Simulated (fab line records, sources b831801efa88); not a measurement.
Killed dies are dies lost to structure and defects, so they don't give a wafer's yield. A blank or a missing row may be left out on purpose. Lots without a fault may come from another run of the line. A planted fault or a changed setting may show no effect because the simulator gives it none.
Which tool did it? | flow gf180mcu | 13 lots, 39 wafers sampled, at 4 steps of a route of 602

WHAT THE GAUGES READ, wafer by wafer
GF_V5_THK_MEAS_01.
lot  | measured     | on            | V5_CVD_00_THK (nm)
L540 | day 26 08:15 | film_metro-03 | 302.8 302.0 302.7
L541 | day 26 20:48 | film_metro-02 | 299.0 299.2 299.7
L542 | day 27 01:19 | film_metro-03 | 301.5 300.3 300.7
L544 | day 27 19:40 | film_metro-03 | 298.3 295.1 300.2
L545 | day 28 01:35 | film_metro-03 | 299.3 304.2 301.4
L546 | day 28 13:07 | film_metro-03 | 305.0 299.9 304.2
L547 | day 28 17:21 | film_metro-04 | 300.4 299.5 300.6
L548 | day 28 21:58 | film_metro-04 | 303.1 300.8 301.3
L549 | day 29 05:49 | film_metro-04 | 297.9 301.8 301.7
L552 | day 30 00:26 | film_metro-03 | 304.6 301.8 302.7
L553 | day 30 14:07 | film_metro-02 | 301.1 301.1 300.7
L558 | day 31 19:48 | film_metro-02 | 301.9 299.6 298.6
L563 | day 33 03:52 | film_metro-03 | 294.7 298.2 296.6

GF_V5_BOW_MEAS_05.
lot  | measured     | on            | V5_BOW (um)
L540 | day 26 08:47 | film_metro-03 | 162 147 153
L541 | day 26 21:20 | film_metro-02 | 126 136 119
L542 | day 27 01:51 | film_metro-03 | 130 140 136
L544 | day 27 20:26 | film_metro-04 | 126 133 138
L545 | day 28 02:07 | film_metro-02 | 136 139 138
L546 | day 28 13:39 | film_metro-04 | 131 144 132
L547 | day 28 17:56 | film_metro-03 | 131 128 129
L548 | day 28 22:30 | film_metro-02 | 134 133 138
L549 | day 29 06:34 | film_metro-03 | 137 143 148
L552 | day 30 00:58 | film_metro-04 | 122 126 126
L553 | day 30 14:40 | film_metro-04 | 124 126 125
L558 | day 31 20:21 | film_metro-03 | 140 138 134
L563 | day 33 04:23 | film_metro-03 | 137 132 142

WHICH TOOL RAN EACH LOT (tool, then ch and the chambers of the sampled wafers, then the start)
lot  | GF_M3_SPUTTER_03             | GF_V5_CVD_02
L540 | pvd_sputter-02, day 20 08:20 | pecvd-04 ch 1,2, day 26 08:19
L541 | pvd_sputter-02, day 20 23:41 | pecvd-03 ch 0,1, day 26 20:50
L542 | pvd_sputter-01, day 21 06:17 | pecvd-03 ch 0,1,2, day 27 01:22
L544 | pvd_sputter-02, day 22 02:38 | pecvd-01 ch 1,2, day 27 19:43
L545 | pvd_sputter-02, day 22 08:17 | pecvd-01 ch 0,1,2, day 28 01:39
L546 | pvd_sputter-02, day 22 21:32 | pecvd-03 ch 1,2, day 28 13:10
L547 | pvd_sputter-02, day 23 02:46 | pecvd-04 ch 0,1, day 28 17:25
L548 | pvd_sputter-02, day 23 08:19 | pecvd-03 ch 1,2, day 28 22:01
L549 | pvd_sputter-02, day 23 17:46 | pecvd-04 ch 1, day 29 05:55
L552 | pvd_sputter-01, day 24 16:42 | pecvd-01 ch 1,2, day 30 00:29
L553 | pvd_sputter-02, day 25 06:13 | pecvd-04 ch 0,1,2, day 30 14:09
L558 | pvd_sputter-01, day 26 17:59 | pecvd-04 ch 0,1, day 31 19:50
L563 | pvd_sputter-02, day 28 08:07 | pecvd-04 ch 0,2, day 33 03:55
- GF_M3_SPUTTER_03: material Ti, target thk 10 nm, time 6.7 s.
- GF_V5_CVD_02: deposits SiO2 from TEOS, target thk 1450 nm, time 163.28 s.

WHAT THE TOOLS THEMSELVES READ (means of the sampled wafers that have a number; where no wafer has one, the mark that the record gives instead)
GF_M3_SPUTTER_03.
lot  | tool           | throttle_valve_pct (%)
L540 | pvd_sputter-02 | 28.9
L541 | pvd_sputter-02 | 29.5
L542 | pvd_sputter-01 | 30.1
L544 | pvd_sputter-02 | 29.7
L545 | pvd_sputter-02 | 29.0
L546 | pvd_sputter-02 | 29.9
L547 | pvd_sputter-02 | 29.1
L548 | pvd_sputter-02 | 29.4
L549 | pvd_sputter-02 | 29.3
L552 | pvd_sputter-01 | 30.3
L553 | pvd_sputter-02 | 29.7
L558 | pvd_sputter-01 | 30.1
L563 | pvd_sputter-02 | 29.5

GF_V5_CVD_02.
lot  | tool     | heater_power_outer_w (W) | heater_power_w (W)
L540 | pecvd-04 | 371                      | 571
L541 | pecvd-03 | 270                      | 451
L542 | pecvd-03 | 327                      | 552
L544 | pecvd-01 | 461                      | 799
L545 | pecvd-01 | 452                      | 744
L546 | pecvd-03 | 322                      | 560
L547 | pecvd-04 | 367                      | 589
L548 | pecvd-03 | 365                      | 629
L549 | pecvd-04 | 334                      | 525
L552 | pecvd-01 | 414                      | 751
L553 | pecvd-04 | 390                      | 605
L558 | pecvd-04 | 402                      | 641
L563 | pecvd-04 | 358                      | 557

THE ANSWER, worked out from the rows above alone
Rule: what is usual is taken from the lots themselves. Put in order of their means at a reading, lots are off if they are a third of the lots or fewer, leave a main group of 4 or more, and stand apart from it by a gap of 3 or more times the standard deviation of the main group's means; of several such gaps the widest counts. A main group whose means are all the same, to the digits that the tables above print for the reading, isn't used. A lot without any number at a reading at which 4 lots or more have one is off too. The other lots that the step has rows for count as sound. The gauges are gone through in route order, then the tools' own readings, and for those a lot's mean is taken as printed above. The first step at which some lot is off is used, and at that step the reading that is off furthest; a lot without a number counts as furthest.
No lot is off at any reading shown: from this, nothing can be told.

WHAT THE SIMULATOR HAD PUT IN
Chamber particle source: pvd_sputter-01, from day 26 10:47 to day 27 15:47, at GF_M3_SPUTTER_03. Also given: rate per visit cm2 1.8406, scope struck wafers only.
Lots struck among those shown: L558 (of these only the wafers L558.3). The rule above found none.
